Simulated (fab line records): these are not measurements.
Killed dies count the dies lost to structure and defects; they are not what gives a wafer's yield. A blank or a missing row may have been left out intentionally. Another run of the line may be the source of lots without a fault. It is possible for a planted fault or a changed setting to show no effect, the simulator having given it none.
fab line records | flow sky130
[record] lots = 24 wafers = 72 last-day = 52
route steps=708 shown NWELL@34 LDD_HVP@287 LDD_LDN@296 CONTACT@433 METAL5@665
lots that met no fault: from a run of the same line without faults
start-h: the number of hours between the record's first day and the start of the first shown wafer of the lot | wait-h: hours since the lot's step before | " unchanged from the row above | L1.1+2: one row covering several wafers at once | - no value present, or no start provided | * or withheld: withheld | < > ~ a bound
route shown NAME@n: NAME is a module with steps in the file, n the number in the route of the first one | usual: mean/standard deviation of fault-free wafers | same: alike in all rows | chamber/n: place in a boat | sites: per-site readings | _std_site: standard deviation across them | _edge_site: inner sites' mean taken away from outer sites' mean | radius-mm: for every site, how far away it sits from the centre of the wafer | mask NAME#n: copy n | behind: the most recent tool/chamber to have shaped the wafer | hold: what put the lot on hold/how long, in hours/how the hold closed | device: transistor that didn't switch, given as n, p or np | end of line: the tests these same wafers got at the end of their route | step lacking rows: just its recipe | killed: at the first sort, the dies lost to defects and structure; wafer yield is something else | map: a wafer's dies, marking killed ones x, the rest . and places with no die _
set.NAME: the setting that was run; set.NAME@STEP: the one run at that earlier step | model.NAME: the simulator's own value behind a step, which no gauge read
route steps across a sampled set of lots; one table per step, one row per wafer
services: when a tool's chamber went out of use (start-h, in hours from the record's first day, below 0 if earlier), for how many hours, and the reason
[[steps]]
[step SKY_NWELL_THK_MEAS_02]
[recipe] reads = SiO2_of_NWELL_OXIDATION_01
[usual] NWELL_OXIDATION_THK = 10.05/0.19
// columns lot.wafer tool chamber start-h wait-h NWELL_OXIDATION_THK[nm]
L074.1 film-metro-01 - 39.57 0.0 9.91
L074.3 " - " " 9.75
L074.5 " - " " 9.63
L075.1 film-metro-02 - 44.53 0.0 9.88
L075.4 " - " " 10.04
L075.5 " - " " 9.76
L076.2 film-metro-02 - 50.74 0.0 9.95
L076.4 " - " " 9.86
L076.5 " - " " 9.79
L077.2 film-metro-03 - 55.91 0.0 9.87
L077.3 " - " " 9.94
L077.6 " - " " 9.81
L078.2 film-metro-02 - 59.97 0.0 10.07
L078.4 " - " " 10.15
L078.6 " - " " 10.36
L079.1 film-metro-02 - 63.45 0.0 9.76
L079.2 " - " " 10.04
L079.3 " - " " 9.94
L080.1 film-metro-03 - 65.63 0.0 10.17
L080.2 " - " " 10.17
L080.4 " - " " 10.28
L081.2 film-metro-03 - 73.36 0.0 9.76
L081.4 " - " " 9.76
L081.6 " - " " 9.83
L082.1 film-metro-01 - 77.29 0.0 10.13
L082.4 " - " " 10.18
L082.5 " - " " 10.17
L083.2 film-metro-02 - 82.77 0.0 9.77
L083.4 " - " " 9.76
L083.6 " - " " 9.59
L084.1 film-metro-01 - 88.69 0.0 9.97
L084.3 " - " " 9.98
L084.5 " - " " 9.96
L085.2 film-metro-03 - 93.89 0.0 10.08
L085.3 " - " " 10.03
L085.6 " - " " 10.13
L086.2 film-metro-02 - 98.91 0.0 10.34
L086.4 " - " " 10.53
L086.6 " - " " 10.17
L087.3 film-metro-03 - 106.65 0.0 9.97
L087.5 " - " " 9.88
L087.6 " - " " 9.68
L088.2 film-metro-03 - 170.39 0.0 10.40
L088.4 " - " " 10.25
L088.5 " - " " 10.37
L089.3 film-metro-03 - 174.21 0.0 10.25
L089.4 " - " " 10.17
L089.5 " - " " 10.16
L093.1 film-metro-02 - 175.96 0.0 10.22
L093.3 " - " " 9.94
L093.5 " - " " 9.97
L091.3 film-metro-03 - 175.98 0.0 10.08
L091.4 " - " " 10.13
L091.5 " - " " 9.99
L090.1 film-metro-03 - 177.09 0.0 10.30
L090.3 " - " " 10.13
L090.4 " - " " 10.21
L092.1 film-metro-01 - 177.09 0.0 10.01
L092.2 " - " " 10.01
L092.4 " - " " 10.15
L094.1 film-metro-02 - 177.09 0.0 10.11
L094.3 " - " " 10.20
L094.5 " - " " 9.95
L095.4 film-metro-01 - 177.18 0.1 9.95
L095.5 " - " " 10.16
L095.6 " - " " 9.99
L097.1 film-metro-03 - 178.87 0.0 10.41
L097.3 " - " " 10.34
L097.4 " - " " 10.00
L096.1 film-metro-03 - 178.93 0.1 10.06
L096.2 " - " " 10.13
L096.4 " - " " 10.06
[step SKY_LDD_HVP_STRIP_09]
[recipe] chemistry = O2/N2 power-w = 1400 pressure-mtorr = 1500 platen-temp-c = withheld o2-flow-sccm = 3000 n2-flow-sccm = 300 overash-fraction = 0.5
[usual] drypump-motor-current-A = 5.80/0.051 oes-product-au = 0.408/0.0046 strip-time-to-endpoint-s = 4.137/0.016
// columns lot.wafer tool chamber start-h wait-h drypump-motor-current-A oes-product-au rf-hours-counter-h strip-time-to-endpoint-s
L074.1 plasma-asher-04 0 530.11 0.1 5.80 0.411 39 4.136
L074.3 " 1 " " 5.79 0.406 - 4.165
L074.5 " 1 " " 5.80 0.401 - 4.155
L075.1 plasma-asher-04 0 537.43 0.1 5.81 0.404 40 4.134
L075.4 " 1 " " 5.80 0.406 - 4.144
L075.5 " 0 " " 5.79 0.409 - 4.115
L076.2 plasma-asher-04 1 542.58 0.1 5.80 0.405 40 4.120
L076.4 " 1 " " 5.82 0.417 - 4.131
L076.5 " 1 " " 5.80 0.418 - 4.125
L077.2 plasma-asher-01 0 550.86 0.1 5.91 0.407 12 4.131
L077.3 " 1 " " 5.74 0.410 - 4.149
L077.6 " 1 " " 5.72 0.411 - 4.141
L078.2 plasma-asher-02 0 554.73 0.1 5.80 0.410 87 4.150
L078.4 " 0 " " 5.84 0.405 - 4.143
L078.6 " 0 " " 5.81 0.402 - 4.138
L079.1 plasma-asher-02 0 558.38 0.1 5.80 0.416 87 4.172
L079.2 " 1 " " 5.78 0.409 87 4.141
L079.3 " 0 " " 5.81 0.412 - 4.133
L080.1 plasma-asher-02 0 559.03 0.1 5.78 0.413 87 4.118
L080.2 " 1 " " 5.74 0.403 87 4.137
L080.4 " 1 " " 5.75 0.412 - 4.102
L081.2 plasma-asher-04 0 560.31 0.1 5.79 0.405 42 4.146
L081.4 " 0 " " 5.79 0.410 - 4.132
L081.6 " 1 " " 5.75 0.411 - 4.117
L082.1 plasma-asher-02 0 560.61 0.1 5.81 0.410 87 4.159
L082.4 " 0 " " 5.80 0.407 - 4.164
L082.5 " 0 " " 5.82 0.416 - 4.126
L083.2 plasma-asher-01 0 561.18 0.1 5.91 0.407 13 4.136
L083.4 " 0 " " 5.93 0.415 - 4.140
L083.6 " 0 " " 5.93 0.404 - 4.159
L084.1 plasma-asher-04 0 561.83 0.1 5.81 0.403 42 4.159
L084.3 " 1 " " 5.75 0.411 - 4.141
L084.5 " 1 " " 5.78 0.411 - 4.153
L087.3 plasma-asher-01 1 564.89 0.1 5.73 0.413 - 4.122
L087.5 " 0 " " 5.92 0.409 - 4.129
L087.6 " 1 " " 5.73 0.414 - 4.144
L085.2 plasma-asher-01 0 567.56 0.1 5.94 0.411 14 4.128
L085.3 " 1 " " 5.78 0.417 - 4.161
L085.6 " 0 " " 5.91 0.400 - 4.125
L086.2 plasma-asher-04 1 567.86 0.1 5.78 0.404 42 4.109
L086.4 " 0 " " 5.80 0.415 - 4.120
L086.6 " 0 " " 5.81 0.399 - 4.121
L088.2 plasma-asher-01 0 704.26 0.1 5.92 0.406 27 4.131
L088.4 " 0 " " 5.93 0.415 - 4.146
L088.5 " 0 " " 5.92 0.409 - 4.127
L089.3 plasma-asher-01 0 717.01 0.1 5.92 0.408 - 4.157
L089.4 " 1 " " 5.78 0.411 - 4.133
L089.5 " 1 " " 5.78 0.408 - 4.133
L093.1 plasma-asher-02 0 719.93 0.1 5.79 0.410 105 4.110
L093.3 " 0 " " 5.81 0.413 - 4.110
L093.5 " 1 " " 5.81 0.405 - 4.118
L091.3 plasma-asher-04 0 720.01 0.1 5.81 0.398 - 4.125
L091.4 " 1 " " 5.80 0.405 - 4.134
L091.5 " 1 " " 5.79 0.404 - 4.097
L092.1 plasma-asher-02 0 720.71 0.1 5.81 0.410 105 4.138
L092.2 " 1 " " 5.79 0.410 105 4.139
L092.4 " 1 " " 5.79 0.411 - 4.136
L094.1 plasma-asher-04 0 721.78 0.1 5.81 0.415 59 4.142
L094.3 " 0 " " 5.79 0.406 - 4.140
L094.5 " 1 " " 5.73 0.406 - 4.118
L090.1 plasma-asher-02 0 724.51 0.1 5.79 0.401 105 4.139
L090.3 " 0 " " 5.80 0.409 - 4.150
L090.4 " 1 " " 5.80 0.413 - 4.146
L095.4 plasma-asher-04 1 727.81 0.1 5.86 0.404 - 4.139
L095.5 " 0 " " 5.79 0.410 - 4.149
L095.6 " 1 " " 5.78 0.413 - 4.147
L097.1 plasma-asher-02 0 728.41 0.1 5.77 0.407 106 4.139
L097.3 " 0 " " 5.77 0.410 - 4.154
L097.4 " 1 " " 5.78 0.413 - 4.149
L096.1 plasma-asher-04 1 730.21 0.1 5.76 0.407 60 4.155
L096.2 " 0 " " 5.81 0.412 60 4.146
L096.4 " 0 " " 5.81 0.397 - 4.142
[step SKY_LDD_LDN_OVL_MEAS_07]
[usual] LDD_LDN_OVL = 0.9/1.5
// columns lot.wafer tool chamber start-h wait-h LDD_LDN_OVL[nm]
L074.1 overlay-02 - 559.92 0.1 3.8
L074.3 " - " " 3.3
L074.5 " - " " 3.3
L075.1 overlay-02 - 567.62 0.1 -0.6
L075.4 " - " " 1.2
L075.5 " - " " 3.1
L076.2 overlay-01 - 572.98 0.1 2.0
L076.4 " - " " 3.0
L076.5 " - " " 3.1
L077.2 overlay-01 - 581.35 0.1 0.8
L077.3 " - " " -0.2
L077.6 " - " " -0.5
L078.2 overlay-02 - 584.65 0.1 -3.3
L078.4 " - " " 1.3
L078.6 " - " " -0.7
L079.1 overlay-01 - 588.92 0.1 0.7
L079.2 " - " " -2.5
L079.3 " - " " 2.1
L080.1 overlay-01 - 589.29 0.1 0.6
L080.2 " - " " 0.4
L080.4 " - " " 0.6
L081.2 overlay-02 - 590.20 0.1 2.4
L081.4 " - " " 2.3
L081.6 " - " " -0.1
L082.1 overlay-02 - 590.47 0.1 0.3
L082.4 " - " " -0.2
L082.5 " - " " 0.7
L083.2 overlay-02 - 591.17 0.1 2.0
L083.4 " - " " 2.9
L083.6 " - " " 0.3
L084.1 overlay-01 - 591.99 0.1 -1.4
L084.3 " - " " -0.6
L084.5 " - " " 0.0
L087.3 overlay-01 - 594.91 0.1 1.2
L087.5 " - " " -0.3
L087.6 " - " " 1.4
L085.2 overlay-01 - 597.90 0.1 0.0
L085.3 " - " " -1.2
L085.6 " - " " -0.2
L086.2 overlay-02 - 598.20 0.1 1.0
L086.4 " - " " 1.0
L086.6 " - " " 1.6
L088.2 overlay-02 - 731.92 0.1 -0.8
L088.4 " - " " -0.4
L088.5 " - " " -2.3
L089.3 overlay-02 - 745.08 0.1 1.4
L089.4 " - " " 0.6
L089.5 " - " " 0.8
L093.1 overlay-01 - 747.47 0.1 0.5
L093.3 " - " " 0.6
L093.5 " - " " -0.1
L091.3 overlay-02 - 747.76 0.1 4.1
L091.4 " - " " 3.3
L091.5 " - " " 3.9
L092.1 overlay-02 - 748.37 0.1 1.6
L092.2 " - " " 2.1
L092.4 " - " " -0.2
L094.1 overlay-01 - 749.17 0.1 -1.8
L094.3 " - " " 0.9
L094.5 " - " " 1.3
L090.1 overlay-02 - 752.67 0.1 1.4
L090.3 " - " " 1.9
L090.4 " - " " 1.5
L095.4 overlay-01 - 754.76 0.1 0.5
L095.5 " - " " 2.3
L095.6 " - " " -0.7
L097.1 overlay-02 - 755.04 0.1 3.1
L097.3 " - " " 1.7
L097.4 " - " " 0.7
L096.1 overlay-01 - 757.77 0.1 1.0
L096.2 " - " " -1.6
L096.4 " - " " 1.0
[step SKY_CONTACT_CMP_27]
[recipe] stop-on = SiO2 t-overpolish-s = 15 down-force-psi = 3.5 platen-rpm = 60 target-thk-nm = 0 pad-velocity-m-s = 0.94248
[usual] motor-current-A = 11.4/0.95 overpolish-run-s = 15.000/0.0096 time-to-endpoint-s = 83/5.3
// columns lot.wafer tool chamber start-h wait-h motor-current-A overpolish-run-s time-to-endpoint-s
L074.3 cmp-01 0 774.20 0.0 11.7 15.006 92
L074.1 " 1 " " 10.4 15.000 82
L074.5 " 0 " " 12.2 15.009 90
L075.4 cmp-01 2 780.08 0.1 12.4 15.007 90
L075.1 " 3 " " 10.5 14.996 83
L075.5 " 2 " " 12.8 14.998 93
L076.4 cmp-02 3 784.27 0.1 11.3 14.999 76
L076.2 " 0 " " 10.5 14.992 80
L076.5 " 1 " " 11.0 14.987 87
L077.3 cmp-01 1 794.53 0.0 9.9 15.010 74
L077.2 " 2 " " 12.3 14.995 89
L077.6 " 1 " " 10.1 14.991 77
L078.2 cmp-02 3 794.90 0.0 11.6 14.993 80
L078.4 " 2 " " 12.3 15.005 82
L078.6 " 3 " " 11.2 14.997 77
L079.1 cmp-01 0 798.45 0.1 11.9 15.010 85
L079.2 " 1 " " 9.8 15.014 79
L079.3 " 2 " " 12.3 14.996 87
L080.1 cmp-02 1 798.80 0.1 11.4 14.979 92
L080.2 " 2 " " 12.2 14.998 79
L080.4 " 3 " " 11.6 14.986 79
L083.2 cmp-01 2 799.10 0.0 12.8 15.000 83
L083.4 " 1 " " 10.2 15.004 74
L083.6 " 3 " " 10.6 15.018 79
L082.1 cmp-02 1 799.82 0.1 11.4 14.995 90
L082.4 " 2 " " 12.6 14.989 78
L082.5 " 0 " " 10.9 14.992 87
L081.4 cmp-01 2 800.65 0.0 12.5 14.983 87
L081.2 " 0 " " 11.3 15.020 85
L081.6 " 3 " " 11.1 15.011 78
L084.1 cmp-01 3 802.48 0.3 11.1 15.008 80
L084.3 " 0 " " 12.1 14.998 86
L084.5 " 2 " " 12.4 15.013 86
L087.3 cmp-01 3 804.50 0.0 10.9 15.001 80
L087.5 " 3 " " 10.7 14.990 79
L087.6 " 0 " " 12.1 15.003 83
L085.3 cmp-02 3 806.55 0.0 11.4 14.992 83
L085.2 " 1 " " 11.6 14.989 93
L085.6 " 0 " " 10.2 14.995 88
L086.2 cmp-01 1 806.82 0.0 10.1 15.006 77
L086.4 " 0 " " 12.1 14.999 82
L086.6 " 1 " " 10.0 14.989 76
L088.2 cmp-01 3 930.87 0.2 11.4 14.999 80
L088.4 " 0 " " 13.0 15.005 83
L088.5 " 1 " " 10.3 15.010 75
L089.3 cmp-02 2 943.32 0.2 12.2 15.004 80
L089.4 " 3 " " 11.6 15.000 77
L089.5 " 1 " " 10.9 14.996 92
L093.1 cmp-01 1 943.81 0.1 10.6 15.000 81
L093.3 " 3 " " 10.9 14.994 82
L093.5 " 0 " " 11.6 15.006 86
L092.1 cmp-01 1 944.41 0.1 10.0 15.001 83
L092.2 " 2 " " 12.7 15.001 95
L092.4 " 3 " " 11.4 15.012 89
L091.3 cmp-01 2 947.13 0.1 13.0 15.005 86
L091.4 " 3 " " 10.8 14.996 78
L091.5 " 1 " " 9.8 14.994 74
L094.1 cmp-02 2 947.62 0.1 12.1 15.003 77
L094.3 " 0 " " 10.0 14.997 84
L094.5 " 1 " " 10.6 14.990 91
L090.3 cmp-01 2 948.89 0.0 12.4 14.997 89
L090.1 " 0 " " 11.9 15.015 82
L090.4 " 1 " " 10.1 15.004 76
L095.4 cmp-01 0 951.06 0.1 12.4 14.994 87
L095.5 " 3 " " 11.2 15.003 79
L095.6 " 0 " " 11.6 15.013 84
L097.3 cmp-02 1 952.53 0.0 11.7 14.999 91
L097.4 " 2 " " 12.4 14.988 83
L097.1 " 0 " " 9.9 14.987 83
L096.2 cmp-01 0 953.48 0.0 12.0 14.996 87
L096.1 " 2 " " 12.6 15.001 90
L096.4 " 3 " " 11.1 14.983 80
[step SKY_METAL5_SPUTTER_04]
[recipe] material = TiN target-thk-nm = 70 power-w = 6500 time-s = 58.3 chamber-pressure-pa = 0.4
[usual] throttle-valve-pct = 29.8/1.2
// columns lot.wafer tool chamber start-h wait-h throttle-valve-pct
L074.1 pvd-sputter-02 - 1048.56 0.0 30.3
L074.3 " - " " 29.9
L074.5 " - " " 30.1
L075.1 pvd-sputter-02 - 1053.95 0.0 29.6
L075.4 " - " " 30.4
L075.5 " - " " 29.7
L076.2 pvd-sputter-04 - 1057.41 0.0 29.2
L076.4 " - " " 32.7
L076.5 " - " " 32.9
L077.2 pvd-sputter-01 - 1066.26 0.0 28.4
L077.3 " - " " 30.0
L077.6 " - " " 28.0
L078.2 pvd-sputter-02 - 1066.46 0.0 30.5
L078.4 " - " " 30.4
L078.6 " - " " 30.8
L080.1 pvd-sputter-02 - 1069.21 0.0 30.7
L080.2 " - " " 30.2
L080.4 " - " " 30.0
L079.1 pvd-sputter-04 - 1069.41 0.0 32.4
L079.2 " - " " 29.2
L079.3 " - " " 29.7
L083.2 pvd-sputter-01 - 1069.51 0.0 29.0
L083.4 " - " " 29.9
L083.6 " - " " 28.5
L082.1 pvd-sputter-02 - 1069.89 0.0 30.0
L082.4 " - " " 30.2
L082.5 " - " " 28.4
L081.2 pvd-sputter-01 - 1071.26 0.0 29.7
L081.4 " - " " 29.0
L081.6 " - " " 29.9
L084.1 pvd-sputter-04 - 1071.59 0.0 29.6
L084.3 " - " " 29.3
L084.5 " - " " 32.5
L087.3 pvd-sputter-04 - 1076.94 0.0 29.7
L087.5 " - " " 32.8
L087.6 " - " " 29.2
L085.2 pvd-sputter-01 - 1077.75 0.0 28.7
L085.3 " - " " 29.2
L085.6 " - " " 29.2
L086.2 pvd-sputter-04 - 1078.05 0.0 32.7
L086.4 " - " " 29.4
L086.6 " - " " 32.7
L088.2 pvd-sputter-04 - 1173.30 0.0 29.7
L088.4 " - " " 32.7
L088.5 " - " " 32.6
L089.3 pvd-sputter-01 - 1182.08 0.0 28.7
L089.4 " - " " 28.0
L089.5 " - " " 29.0
L092.1 pvd-sputter-02 - 1182.86 0.0 30.0
L092.2 " - " " 28.6
L092.4 " - " " 31.0
L091.3 pvd-sputter-02 - 1184.58 0.0 30.5
L091.4 " - " " 28.6
L091.5 " - " " 28.3
L094.1 pvd-sputter-04 - 1185.56 0.0 29.5
L094.3 " - " " 29.6
L094.5 " - " " 29.8
L090.1 pvd-sputter-01 - 1186.21 0.0 28.8
L090.3 " - " " 28.2
L090.4 " - " " 29.9
L095.4 pvd-sputter-02 - 1186.51 0.0 31.0
L095.5 " - " " 29.8
L095.6 " - " " 30.2
L097.1 pvd-sputter-04 - 1188.21 0.0 29.8
L097.3 " - " " 32.5
L097.4 " - " " 29.0
L096.1 pvd-sputter-01 - 1189.09 0.0 28.2
L096.2 " - " " 29.9
L096.4 " - " " 29.0
L093.1 pvd-sputter-04 - 1189.83 0.0 29.6
L093.3 " - " " 32.9
L093.5 " - " " 29.2
[step SKY_METAL5_STRIP_16]
[recipe] chemistry = O2/N2 power-w = 1400 pressure-mtorr = 1500 platen-temp-c = withheld o2-flow-sccm = 3000 n2-flow-sccm = 300 overash-fraction = 0.5
[usual] drypump-motor-current-A = 5.69/0.21 oes-product-au = 0.711/0.0049 strip-time-to-endpoint-s = 12.99/0.16
// columns lot.wafer tool chamber start-h wait-h drypump-motor-current-A oes-product-au rf-hours-counter-h strip-time-to-endpoint-s
L074.1 plasma-asher-03 1 1071.49 0.2 5.14 0.714 1 13.08
L074.3 " 1 " " 5.16 0.708 - 13.01
L074.5 " 0 " " 5.47 0.706 - 13.03
L075.1 plasma-asher-02 1 1076.44 0.4 5.81 0.712 27 12.78
L075.4 " 0 " " 5.81 0.701 - 12.82
L075.5 " 0 " " 5.81 0.708 - 12.81
L076.2 plasma-asher-04 1 1079.14 0.2 5.75 0.707 99 12.79
L076.4 " 0 " " 5.81 0.715 - 12.73
L076.5 " 1 " " 5.77 0.709 - 13.02
L077.2 plasma-asher-04 0 1087.69 0.2 5.81 0.711 100 13.27
L077.3 " 1 " " 5.79 0.710 - 13.25
L077.6 " 0 " " 5.82 0.710 - 13.12
L078.2 plasma-asher-02 0 1088.29 0.2 5.81 0.704 28 12.94
L078.4 " 1 " " 5.78 0.717 - 12.97
L078.6 " 0 " " 5.81 0.709 - 13.02
L080.1 plasma-asher-02 1 1090.94 0.2 5.78 0.711 28 12.91
L080.2 " 0 " " 5.80 0.705 28 12.97
L080.4 " 1 " " 5.79 0.705 - 12.95
L079.1 plasma-asher-04 0 1090.94 0.2 5.81 0.708 100 13.10
L079.2 " 1 " " 5.80 0.714 100 12.75
L079.3 " 1 " " 5.82 0.718 - 12.99
L083.2 plasma-asher-02 1 1091.42 0.2 5.80 0.712 28 12.88
L083.4 " 1 " " 5.81 0.702 - 13.10
L083.6 " 1 " " 5.79 0.705 - 13.06
L082.1 plasma-asher-04 1 1091.89 0.2 5.79 0.712 100 13.09
L082.4 " 0 " " 5.81 0.713 - 13.09
L082.5 " 1 " " 5.76 0.704 - 12.74
L081.2 plasma-asher-04 0 1093.39 0.2 5.79 0.715 100 13.08
L081.4 " 0 " " 5.81 0.704 - 13.09
L081.6 " 0 " " 5.81 0.722 - 13.07
L084.1 plasma-asher-02 0 1093.69 0.2 5.82 0.709 29 13.08
L084.3 " 1 " " 5.80 0.719 - 12.89
L084.5 " 1 " " 5.77 0.710 - 12.91
L087.3 plasma-asher-04 1 1098.48 0.1 5.78 0.705 - 12.78
L087.5 " 0 " " 5.79 0.713 - 12.80
L087.6 " 1 " " 5.77 0.710 - 13.19
L085.2 plasma-asher-02 1 1100.22 0.2 5.81 0.700 29 13.17
L085.3 " 1 " " 5.79 0.715 - 13.02
L085.6 " 0 " " 5.80 0.707 - 13.01
L086.2 plasma-asher-03 1 1100.52 0.2 5.15 0.700 3 12.78
L086.4 " 0 " " 5.46 0.718 - 12.99
L086.6 " 1 " " 5.17 0.711 - 12.78
L088.2 plasma-asher-04 0 1190.99 0.2 5.80 0.705 110 12.98
L088.4 " 0 " " 5.78 0.715 - 13.08
L088.5 " 0 " " 5.79 0.716 - 12.77
L089.3 plasma-asher-03 0 1198.40 0.1 5.45 0.717 - 12.88
L089.4 " 1 " " 5.15 0.717 - 12.94
L089.5 " 0 " " 5.43 0.702 - 12.95
L092.1 plasma-asher-04 0 1199.99 0.2 5.81 0.712 111 13.00
L092.2 " 1 " " 5.80 0.718 111 13.24
L092.4 " 1 " " 5.84 0.716 - 13.01
L091.3 plasma-asher-03 0 1202.25 0.1 5.47 0.701 - 12.88
L091.4 " 1 " " 5.15 0.706 - 13.09
L091.5 " 0 " " 5.49 0.714 - 12.92
L094.1 plasma-asher-02 0 1203.16 0.4 5.80 0.704 39 13.21
L094.3 " 0 " " 5.81 0.714 - 13.21
L094.5 " 1 " " 5.76 0.713 - 13.17
L090.1 plasma-asher-03 1 1203.79 0.2 5.14 0.713 13 13.21
L090.3 " 1 " " 5.13 0.702 - 13.24
L090.4 " 0 " " 5.47 0.715 - 13.13
L095.4 plasma-asher-04 0 1203.95 0.1 5.82 0.704 - 13.03
L095.5 " 0 " " 5.80 0.710 - 12.69
L095.6 " 1 " " 5.79 0.705 - 13.08
L097.1 plasma-asher-02 1 1205.62 0.2 5.78 0.704 40 13.02
L097.3 " 1 " " 5.78 0.714 - 13.04
L097.4 " 0 " " 5.84 0.710 - 12.83
L096.1 plasma-asher-02 0 1206.14 0.2 5.78 0.707 40 13.08
L096.2 " 1 " " 5.79 0.706 40 12.85
L096.4 " 0 " " 5.78 0.721 - 13.00
L093.1 plasma-asher-02 1 1206.72 0.2 5.76 0.707 40 13.16
L093.3 " 0 " " 5.82 0.708 - 13.10
L093.5 " 1 " " 5.74 0.715 - 13.00
[[services]]
// columns tool chamber start-h hours kind
plasma-asher-02 - 528.37 0.6 repair
cmp-01 - 559.32 1.5 repair
cmp-01 - 572.00 4.0 pm
pvd-sputter-04 - 577.53 6.2 repair
pvd-sputter-04 - 732.29 6.8 repair
plasma-asher-02 - 733.75 9.0 pm
cmp-01 - 755.46 5.4 pm
pvd-sputter-04 - 774.07 4.7 repair
plasma-asher-02 - 775.79 2.8 pm
plasma-asher-04 - 780.83 14.6 pm
cmp-01 - 812.68 3.9 repair
plasma-asher-02 - 839.52 1.4 repair
cmp-01 - 862.59 4.8 pm
cmp-01 - 912.03 4.0 pm
plasma-asher-02 - 949.69 3.4 repair
plasma-asher-02 - 978.62 15.6 pm
plasma-asher-02 - 1002.47 58.6 repair
plasma-asher-04 - 1002.74 1.3 repair
cmp-01 - 1005.91 0.6 repair
cmp-01 - 1006.19 1.1 repair
cmp-01 - 1025.01 0.5 repair
plasma-asher-02 - 1029.77 0.5 repair
cmp-01 - 1165.58 3.1 repair
cmp-01 - 1195.33 4.0 pm
[[key]]
fault none
